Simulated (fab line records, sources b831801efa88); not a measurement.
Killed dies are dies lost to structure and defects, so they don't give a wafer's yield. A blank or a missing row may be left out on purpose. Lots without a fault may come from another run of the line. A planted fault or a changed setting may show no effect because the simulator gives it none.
fab line records | flow sky130 | part 1 of 2: steps 1 to 32 of 41
record lots=5 wafers=15 last_day=50
route steps=708 shown METAL2@487 VIA2@507
lots that met no fault: from a run of the same line without faults
start_h: hours from the record's first day to the start of the lot's first wafer shown | wait_h: hours since the lot's step before | " the same as in the row above | L1.1+2: a row that stands for several wafers | - no value, or no start given | * or withheld: withheld | < > ~ a bound
route shown NAME@n: a module of which the file shows steps, and the number in the route of the first | usual: mean/standard deviation of fault-free wafers | same: alike in all rows | chamber/n: place in a boat | sites: the reading at each site | _std_site: their standard deviation | _edge_site: outer sites' mean less inner sites' | radius_mm: how far each site lies from the wafer's centre | mask NAME#n: copy n | behind: the tool/chamber that last shaped the wafer | hold: why the lot was held/for how many hours/how that ended | device: the transistor (n, p or np) that didn't switch | end of line: the same wafers' tests at the end of the route | a step without rows: its recipe alone | killed: dies lost to structure and defects at the first sort, not the wafer's yield | map: a wafer's dies, x killed, . not, _ none there
set.NAME: the setting as run; set.NAME@STEP: as run at that earlier step | model.NAME: the simulator's own value behind a step, which no gauge read
lots at some steps of the route; a table a step, a row a wafer
services: from which hour (start_h, from the record's first day; less than 0 if before it) a tool's chamber was out of use, for how many hours, and why
## steps
# step SKY_METAL2_SPUTTER_04
# recipe material=TiN target_thk_nm=70 power_w=6500 time_s=58.3 chamber_pressure_pa=0.4
# usual throttle_valve_pct=29.7/0.94
# columns lot.wafer tool chamber start_h wait_h throttle_valve_pct
L074.2 pvd_sputter-03 - 782.89 0.0 29.1
L074.4 " - " " 28.2
L074.6 " - " " 30.0
L082.1 pvd_sputter-03 - 861.46 0.0 30.0
L082.4 " - " " 28.3
L082.6 " - " " 28.3
L092.1 pvd_sputter-01 - 939.94 0.0 29.4
L092.2 " - " " 30.9
L092.5 " - " " 30.0
L094.2 pvd_sputter-01 - 955.44 0.0 31.0
L094.3 " - " " 28.6
L094.5 " - " " 29.4
L097.1 pvd_sputter-01 - 967.17 0.0 29.4
L097.4 " - " " 29.8
L097.6 " - " " 30.9
# step SKY_METAL2_RS_MEAS_05
# recipe thk_meas_gauge=four-point-probe reads=TiN_of_METAL2_SPUTTER_04+Ti_of_METAL2_SPUTTER_03+AlCu_of_METAL2_SPUTTER_02+TiN_of_METAL2_SPUTTER_01+Ti_of_METAL2_SPUTTER_00
# usual METAL2_ALCU_RS=0.1301/0.0013
# columns lot.wafer tool chamber start_h wait_h METAL2_ALCU_RS[ohm/sq]
L074.2 film_metro-02 - 782.96 0.0 0.1301
L074.4 " - " " 0.1292
L074.6 " - " " 0.1303
L082.1 film_metro-01 - 861.51 0.0 0.1315
L082.4 " - " " 0.1304
L082.6 " - " " 0.1298
L092.1 film_metro-02 - 939.99 0.0 0.1316
L092.2 " - " " 0.1305
L092.5 " - " " 0.1309
L094.2 film_metro-04 - 955.51 0.0 0.1281
L094.3 " - " " 0.1294
L094.5 " - " " 0.1295
L097.1 film_metro-01 - 967.22 0.0 0.1300
L097.4 " - " " 0.1298
L097.6 " - " " 0.1289
# step SKY_METAL2_THK_MEAS_06
# recipe thk_meas_gauge=xrf reads=AlCu_of_METAL2_SPUTTER_02
# usual METAL2_ALCU_THK=243/3.6
# columns lot.wafer tool chamber start_h wait_h METAL2_ALCU_THK[nm]
L074.2 film_metro-02 - 783.07 0.1 242
L074.4 " - " " 245
L074.6 " - " " 242
L082.1 film_metro-01 - 861.63 0.1 238
L082.4 " - " " 240
L082.6 " - " " 242
L092.1 film_metro-02 - 940.11 0.1 240
L092.2 " - " " 242
L092.5 " - " " 242
L094.2 film_metro-04 - 955.62 0.1 248
L094.3 " - " " 246
L094.5 " - " " 248
L097.1 film_metro-01 - 967.34 0.1 243
L097.4 " - " " 242
L097.6 " - " " 243
# step SKY_METAL2_DEHYDRATE_07
# recipe temp_c=200 time_s=60
# columns lot.wafer tool chamber start_h wait_h
L074.2+4+6 litho_track-01 0 795.31 12.2
L082.1+4+6 litho_track-04 0 873.44 11.8
L092.1+2+5 litho_track-03 0 952.05 11.9
L094.2+3+5 litho_track-01 0 966.61 11.0
L097.1+4+6 litho_track-01 0 978.64 11.3
# step SKY_METAL2_HMDS_08
# recipe prime_time_s=60 prime_temp_c=120
# columns lot.wafer tool chamber start_h wait_h
L074.2+4+6 litho_track-01 0 795.46 0.1
L082.1+4+6 litho_track-04 0 873.59 0.1
L092.1+2+5 litho_track-03 0 952.20 0.1
L094.2+3+5 litho_track-01 0 966.76 0.1
L097.1+4+6 litho_track-01 0 978.79 0.1
# step SKY_METAL2_COAT_09
# recipe resist=BARC temp_c=withheld time_s=withheld spin_rpm=3000 resist_thk_nm=60
# columns lot.wafer tool chamber start_h wait_h
L074.2+4+6 litho_track-01 0 795.61 0.1
L082.1+4+6 litho_track-04 0 873.74 0.1
L092.1+2+5 litho_track-03 0 952.35 0.1
L094.2+3+5 litho_track-01 0 966.91 0.1
L097.1+4+6 litho_track-01 0 978.94 0.1
# step SKY_METAL2_COAT_10
# recipe resist=KrF-thick spin_rpm=3000 resist_thk_nm=450
# columns lot.wafer tool chamber start_h wait_h
L074.2+4+6 litho_track-01 0 - -
L082.1+4+6 litho_track-04 0 - -
L092.1+2+5 litho_track-03 0 - -
L094.2+3+5 litho_track-01 0 - -
L097.1+4+6 litho_track-01 0 - -
# step SKY_METAL2_SOFTBAKE_11
# recipe temp_c=100 time_s=90 resist=KrF-thick
# columns lot.wafer tool chamber start_h wait_h
L074.2+4+6 litho_track-01 0 - -
L082.1+4+6 litho_track-04 0 - -
L092.1+2+5 litho_track-03 0 - -
L094.2+3+5 litho_track-01 0 - -
L097.1+4+6 litho_track-01 0 - -
# step SKY_METAL2_EXPOSE_12
# recipe mask_id=MM2 na=0.8 source_shape=annular sigma_inner=0.55 sigma_outer=0.85 target_cd_nm=140 dose_mj=28
# columns lot.wafer tool chamber start_h wait_h mask
L074.2+4+6 krf_scanner-01 0 - - MM2#0
L082.1+4+6 krf_scanner-01 0 - - MM2#0
L092.1+2+5 krf_scanner-01 0 - - MM2#0
L094.2+3+5 krf_scanner-01 0 - - MM2#0
L097.1+4+6 krf_scanner-02 0 - - MM2#0
# step SKY_METAL2_PEB_13
# recipe peb_temp_c=withheld peb_time_s=withheld resist=KrF-thick
# columns lot.wafer tool chamber start_h wait_h
L074.2+4+6 litho_track-03 0 - -
L082.1+4+6 litho_track-03 0 - -
L092.1+2+5 litho_track-01 0 - -
L094.2+3+5 litho_track-04 0 - -
L097.1+4+6 litho_track-04 0 - -
# step SKY_METAL2_DEVELOP_14
# recipe develop_time_s=60 resist=KrF-thick dev_temp_c=21
# columns lot.wafer tool chamber start_h wait_h
L074.2+4+6 litho_track-03 0 - -
L082.1+4+6 litho_track-03 0 - -
L092.1+2+5 litho_track-01 0 - -
L094.2+3+5 litho_track-04 0 - -
L097.1+4+6 litho_track-04 0 - -
# step SKY_METAL2_CD_MEAS_15
# recipe target_cd_nm=140
# usual cd_nm=140.1/1.6
# columns lot.wafer tool chamber start_h wait_h cd_nm
L074.2 cd_sem-02 - 809.52 - 138.5
L074.4 " - " " 139.9
L074.6 " - " " 139.5
L082.1 cd_sem-01 - 886.00 - 138.5
L082.4 " - " " 137.2
L082.6 " - " " 138.4
L092.1 cd_sem-02 - 965.14 - 140.2
L092.2 " - " " 141.3
L092.5 " - " " 141.7
L094.2 cd_sem-02 - 979.01 - 144.8
L094.3 " - " " 143.3
L094.5 " - " " 143.0
L097.1 cd_sem-01 - 990.59 - 143.4
L097.4 " - " " 141.5
L097.6 " - " " 139.7
# step SKY_METAL2_OVL_MEAS_16
# usual METAL2_OVL=0/5.5
# columns lot.wafer tool chamber start_h wait_h METAL2_OVL[nm]
L074.2 overlay-02 - 809.62 0.1 -1
L074.4 " - " " 6
L074.6 " - " " 3
L082.1 overlay-01 - 886.12 0.1 -3
L082.4 " - " " -4
L082.6 " - " " 0
L092.1 overlay-01 - 965.26 0.1 -2
L092.2 " - " " 1
L092.5 " - " " -9
L094.2 overlay-02 - 979.12 0.1 6
L094.3 " - " " 6
L094.5 " - " " 3
L097.1 overlay-01 - 990.71 0.1 -9
L097.4 " - " " -1
L097.6 " - " " -6
# step SKY_METAL2_DESCUM_17
# recipe chemistry=O2 source_power_w=150 bias_power_w=0 pressure_mtorr=10 temp_c=40 time_s=8
# usual drypump_motor_current_A=5.8/0.49 oes_product_au=1.001/0.0084
# columns lot.wafer tool chamber start_h wait_h drypump_motor_current_A oes_product_au rf_hours_counter_h
L074.2 rie_metal-01 1 809.65 0.0 6.5 1.002 0
L074.4 " 0 " " 6.3 1.009 -
L074.6 " 1 " " 6.5 1.017 -
L082.1 rie_metal-01 1 886.15 0.0 6.5 1.000 3
L082.4 " 1 " " 6.5 0.999 -
L082.6 " 0 " " 6.3 0.996 -
L092.1 rie_metal-03 1 965.29 0.0 5.5 0.985 16
L092.2 " 0 " " 5.2 0.996 17
L092.5 " 1 " " 5.5 0.994 -
L094.2 rie_metal-01 1 979.15 0.0 6.5 1.006 8
L094.3 " 0 " " 6.3 0.994 -
L094.5 " 1 " " 6.5 0.998 -
L097.1 rie_metal-02 0 990.75 0.0 5.4 1.014 18
L097.4 " 0 " " 5.4 1.004 -
L097.6 " 0 " " 5.4 1.005 -
# step SKY_METAL2_ETCH_18
# recipe chemistry=N2/H2 target=BARC ion_energy_ev=200 bias_w=100 pressure_mtorr=30 n2_flow_sccm=100 h2_flow_sccm=200 icp_w=500 stop_on=SiO2 time_s=45.9 target_depth_a=600
# usual drypump_motor_current_A=5.8/0.49 oes_product_au=0.855/0.0047 throttle_valve_pct=13.225/0.0091
# columns lot.wafer tool chamber start_h wait_h drypump_motor_current_A oes_product_au rf_hours_counter_h throttle_valve_pct
L074.2 rie_metal-01 1 809.68 0.0 6.5 0.852 0 13.238
L074.4 " 0 " " 6.3 0.861 - 13.221
L074.6 " 1 " " 6.5 0.856 - 13.228
L082.1 rie_metal-01 1 886.18 0.0 6.5 0.855 3 13.208
L082.4 " 1 " " 6.5 0.853 - 13.218
L082.6 " 0 " " 6.3 0.847 - 13.232
L092.1 rie_metal-03 1 965.32 0.0 5.5 0.859 16 13.225
L092.2 " 0 " " 5.2 0.858 17 13.226
L092.5 " 1 " " 5.5 0.857 - 13.218
L094.2 rie_metal-01 1 979.18 0.0 6.5 0.858 8 13.230
L094.3 " 0 " " 6.3 0.859 - 13.216
L094.5 " 1 " " 6.5 0.853 - 13.213
L097.1 rie_metal-02 0 990.78 0.0 5.4 0.855 18 13.218
L097.4 " 0 " " 5.4 0.859 - 13.224
L097.6 " 0 " " 5.4 0.859 - 13.203
# step SKY_METAL2_METAL_ETCH_19
# recipe target_depth_a=3600 stop_on=SiO2 over_etch_frac=0.3 time_s=78 chemistry=Cl2/BCl3 resist_sidewall_deg=88 pressure_mtorr=10 icp_w=900 bias_w=48.5 Cl2_flow_sccm=60 bcl3_flow_sccm=30
# usual drypump_motor_current_A=5.8/0.49 oes_product_au=0.847/0.0059 throttle_valve_pct=22.264/0.0086
# same over_etch_frac=0.3
# columns lot.wafer tool chamber start_h wait_h drypump_motor_current_A oes_product_au rf_hours_counter_h throttle_valve_pct
L074.2 rie_metal-01 1 809.75 0.0 6.5 0.848 0 22.272
L074.4 " 0 " " 6.3 0.843 - 22.275
L074.6 " 1 " " 6.5 0.837 - 22.249
L082.1 rie_metal-01 1 886.25 0.0 6.5 0.843 3 22.258
L082.4 " 1 " " 6.5 0.848 - 22.264
L082.6 " 0 " " 6.3 0.857 - 22.253
L092.1 rie_metal-03 1 965.39 0.0 5.5 0.843 16 22.253
L092.2 " 0 " " 5.2 0.837 17 22.264
L092.5 " 1 " " 5.5 0.844 - 22.258
L094.2 rie_metal-01 1 979.24 0.0 6.5 0.860 8 22.264
L094.3 " 0 " " 6.3 0.850 - 22.250
L094.5 " 1 " " 6.5 0.852 - 22.270
L097.1 rie_metal-02 0 990.84 0.0 5.4 0.847 18 22.251
L097.4 " 0 " " 5.4 0.852 - 22.259
L097.6 " 0 " " 5.4 0.853 - 22.271
# step SKY_METAL2_STRIP_20
# recipe chemistry=O2/N2 power_w=1400 pressure_mtorr=1500 platen_temp_c=withheld o2_flow_sccm=3000 n2_flow_sccm=300 overash_fraction=0.5
# usual drypump_motor_current_A=5.6/0.52 oes_product_au=0.342/0.0047 strip_time_to_endpoint_s=2.68/0.034
# columns lot.wafer tool chamber start_h wait_h drypump_motor_current_A oes_product_au rf_hours_counter_h strip_time_to_endpoint_s
L074.2 plasma_asher-04 0 809.84 0.1 6.3 0.340 65 2.65
L074.4 " 1 " " 4.8 0.346 - 2.67
L074.6 " 0 " " 6.3 0.339 - 2.67
L082.1 plasma_asher-04 1 886.34 0.1 4.8 0.345 72 2.72
L082.4 " 0 " " 6.3 0.349 - 2.69
L082.6 " 1 " " 4.8 0.344 - 2.71
L092.1 plasma_asher-02 1 965.48 0.1 5.8 0.351 23 2.77
L092.2 " 0 " " 5.1 0.341 23 2.70
L092.5 " 0 " " 5.1 0.347 - 2.73
L094.2 plasma_asher-02 1 979.33 0.1 5.9 0.338 24 2.65
L094.3 " 1 " " 5.9 0.343 - 2.68
L094.5 " 0 " " 5.1 0.337 - 2.65
L097.1 plasma_asher-01 1 990.93 0.1 5.8 0.337 57 2.66
L097.4 " 1 " " 5.9 0.346 - 2.63
L097.6 " 0 " " 5.6 0.335 - 2.61
# step SKY_METAL2_STRIP_21
# recipe chemistry=post_etch_residue_remover time_s=1200 temp_c=72.5
# usual bath_heat_duty_pct=14.1/1.4
# columns lot.wafer tool chamber start_h wait_h bath_heat_duty_pct
L074.2 wet_bench-02 3 809.94 0.1 13.4
L074.4 " 3 " " 14.0
L074.6 " 3 " " 13.7
L082.1 wet_bench-04 0 886.44 0.1 13.3
L082.4 " 0 " " 13.6
L082.6 " 0 " " 14.7
L092.1 wet_bench-03 3 965.58 0.1 13.5
L092.2 " 3 " " 12.7
L092.5 " 3 " " 13.5
L094.2 wet_bench-03 3 979.43 0.1 13.8
L094.3 " 3 " " 14.4
L094.5 " 3 " " 14.2
L097.1 wet_bench-04 1 991.03 0.1 12.0
L097.4 " 1 " " 12.2
L097.6 " 1 " " 11.1
# step SKY_METAL2_CLEAN_22
# recipe chemistry=IPA time_s=180 temp_c=25
# usual bath_heat_duty_pct=6.5/0.72
# columns lot.wafer tool chamber start_h wait_h bath_heat_duty_pct
L074.2 wet_bench-03 2 810.28 0.0 7.2
L074.4 " 2 " " 5.6
L074.6 " 2 " " 6.7
L082.1 wet_bench-02 2 886.78 0.0 7.0
L082.4 " 2 " " 7.1
L082.6 " 2 " " 7.1
L092.1 wet_bench-03 2 965.92 0.0 6.8
L092.2 " 2 " " 6.9
L092.5 " 2 " " 6.2
L094.2 wet_bench-04 3 979.80 0.0 6.9
L094.3 " 3 " " 6.2
L094.5 " 3 " " 7.5
L097.1 wet_bench-02 1 991.40 0.0 6.0
L097.4 " 1 " " 5.2
L097.6 " 1 " " 5.3
# step SKY_METAL2_CLEAN_23
# recipe chemistry=O3/DIW dry=n2_spin
# columns lot.wafer tool chamber start_h wait_h
L074.2+4+6 wet_bench-04 0 810.34 0.0
L082.1+4+6 wet_bench-03 1 886.84 0.0
L092.1+2+5 wet_bench-03 1 965.98 0.0
L094.2+3+5 wet_bench-02 0 979.86 0.0
L097.1+4+6 wet_bench-04 0 991.46 0.0
# step SKY_VIA2_HDPCVD_00
# recipe material=SiO2 target_thk_nm=1180 sigma_open_frac=0.3 time_s=196.7 temp_c=400 sih4_flow_sccm=60 pressure_mtorr=6
# columns lot.wafer tool chamber start_h wait_h
L074.2+4+6 hdpcvd-02 0,2,1 810.43 0.0
L082.1+4+6 hdpcvd-01 0,0,2 887.02 0.0
L092.1+2+5 hdpcvd-02 1,0,0 966.07 0.0
L094.2+3+5 hdpcvd-02 1,0,2 979.95 0.0
L097.1+4+6 hdpcvd-01 0,0,1 991.56 0.0
# step SKY_VIA2_THK_MEAS_01
# recipe reads=SiO2_of_VIA2_HDPCVD_00
# usual VIA2_HDPCVD_THK=1192/10
# columns lot.wafer tool chamber start_h wait_h VIA2_HDPCVD_THK[nm]
L074.2 film_metro-04 - 810.57 0.1 1206
L074.4 " - " " 1213
L074.6 " - " " 1193
L082.1 film_metro-04 - 887.15 0.1 1181
L082.4 " - " " 1175
L082.6 " - " " 1169
L092.1 film_metro-04 - 966.20 0.1 1188
L092.2 " - " " 1186
L092.5 " - " " 1186
L094.2 film_metro-01 - 980.09 0.1 1185
L094.3 " - " " 1188
L094.5 " - " " 1206
L097.1 film_metro-04 - 991.69 0.1 1183
L097.4 " - " " 1177
L097.6 " - " " 1179
# step SKY_VIA2_CMP_02
# recipe material=SiO2 down_force_psi=4 platen_rpm=60 pad_velocity_m_s=0.94248
# usual edge_zone_pressure_frac=1.000/0.0054 motor_current_A=12.4/1.1 platen_rpm=60.00/0.043
# columns lot.wafer tool chamber start_h wait_h edge_zone_pressure_frac motor_current_A platen_rpm
L074.4 cmp-01 2 810.62 0.0 0.995 12.7 60.00
L074.2 " 0 " " 1.010 11.7 59.97
L074.6 " 3 " " 0.997 12.9 60.08
L082.1 cmp-01 0 887.21 0.1 1.003 11.8 60.05
L082.4 " 2 " " 0.994 12.9 60.00
L082.6 " 0 " " 1.003 11.4 59.95
L092.2 cmp-02 2 966.31 0.1 0.991 12.0 59.97
L092.1 " 3 " " 0.997 10.9 59.97
L092.5 " 2 " " 0.999 11.6 59.98
L094.2 cmp-02 2 980.65 0.5 1.001 12.0 59.92
L094.3 " 3 " " 1.006 11.1 60.00
L094.5 " 2 " " 1.002 12.3 60.00
L097.1 cmp-02 3 991.75 0.1 1.000 11.4 59.96
L097.4 " 1 " " 1.006 11.3 60.01
L097.6 " 0 " " 0.985 13.7 60.11
# step SKY_VIA2_BOW_MEAS_03
# recipe mode=bow
# usual VIA2_BOW=84/6.6
# columns lot.wafer tool chamber start_h wait_h VIA2_BOW[um]
L074.2 film_metro-04 - 810.94 0.2 88
L074.4 " - " " 92
L074.6 " - " " 89
L082.1 film_metro-01 - 887.51 0.2 85
L082.4 " - " " 90
L082.6 " - " " 82
L092.1 film_metro-03 - 966.56 0.1 80
L092.2 " - " " 72
L092.5 " - " " 86
L094.2 film_metro-04 - 980.97 0.3 85
L094.3 " - " " 95
L094.5 " - " " 91
L097.1 film_metro-03 - 992.05 0.2 90
L097.4 " - " " 78
L097.6 " - " " 83
# step SKY_VIA2_DEHYDRATE_04
# recipe temp_c=200 time_s=60
# columns lot.wafer tool chamber start_h wait_h
L074.2+4+6 litho_track-02 0 823.20 12.2
L082.1+4+6 litho_track-01 0 900.04 12.5
L092.1+2+5 litho_track-02 0 977.83 11.3
L094.2+3+5 litho_track-01 0 991.31 10.3
L097.1+4+6 litho_track-04 0 1003.39 11.3
# step SKY_VIA2_HMDS_05
# recipe prime_time_s=60 prime_temp_c=120
# columns lot.wafer tool chamber start_h wait_h
L074.2+4+6 litho_track-02 0 823.35 0.1
L082.1+4+6 litho_track-01 0 900.19 0.1
L092.1+2+5 litho_track-02 0 977.98 0.1
L094.2+3+5 litho_track-01 0 991.46 0.1
L097.1+4+6 litho_track-04 0 1003.54 0.1
# step SKY_VIA2_COAT_06
# recipe resist=BARC temp_c=withheld time_s=withheld spin_rpm=3000 resist_thk_nm=60
# columns lot.wafer tool chamber start_h wait_h
L074.2+4+6 litho_track-02 0 823.50 0.1
L082.1+4+6 litho_track-01 0 900.34 0.1
L092.1+2+5 litho_track-02 0 978.13 0.1
L094.2+3+5 litho_track-01 0 991.61 0.1
L097.1+4+6 litho_track-04 0 1003.69 0.1
# step SKY_VIA2_COAT_07
# recipe resist=KrF-thick spin_rpm=3000 resist_thk_nm=450
# columns lot.wafer tool chamber start_h wait_h
L074.2+4+6 litho_track-02 0 - -
L082.1+4+6 litho_track-01 0 - -
L092.1+2+5 litho_track-02 0 - -
L094.2+3+5 litho_track-01 0 - -
L097.1+4+6 litho_track-04 0 - -
# step SKY_VIA2_SOFTBAKE_08
# recipe temp_c=100 time_s=90 resist=KrF-thick
# columns lot.wafer tool chamber start_h wait_h
L074.2+4+6 litho_track-02 0 - -
L082.1+4+6 litho_track-01 0 - -
L092.1+2+5 litho_track-02 0 - -
L094.2+3+5 litho_track-01 0 - -
L097.1+4+6 litho_track-04 0 - -
# step SKY_VIA2_EXPOSE_09
# recipe mask_id=VIM2 na=0.8 source_shape=annular sigma_inner=0.55 sigma_outer=0.85 target_cd_nm=200 dose_mj=38
# columns lot.wafer tool chamber start_h wait_h mask
L074.2+4+6 krf_scanner-01 0 - - VIM2#0
L082.1+4+6 krf_scanner-01 0 - - VIM2#0
L092.1+2+5 krf_scanner-01 0 - - VIM2#0
L094.2+3+5 krf_scanner-02 0 - - VIM2#0
L097.1+4+6 krf_scanner-01 0 - - VIM2#0
# step SKY_VIA2_PEB_10
# recipe peb_temp_c=withheld peb_time_s=withheld resist=KrF-thick
# columns lot.wafer tool chamber start_h wait_h
L074.2+4+6 litho_track-04 0 - -
L082.1+4+6 litho_track-04 0 - -
L092.1+2+5 litho_track-04 0 - -
L094.2+3+5 litho_track-02 0 - -
L097.1+4+6 litho_track-01 0 - -
# step SKY_VIA2_DEVELOP_11
# recipe develop_time_s=60 resist=KrF-thick dev_temp_c=20.29
# columns lot.wafer tool chamber start_h wait_h
L074.2+4+6 litho_track-04 0 - -
L082.1+4+6 litho_track-04 0 - -
L092.1+2+5 litho_track-04 0 - -
L094.2+3+5 litho_track-02 0 - -
L097.1+4+6 litho_track-01 0 - -
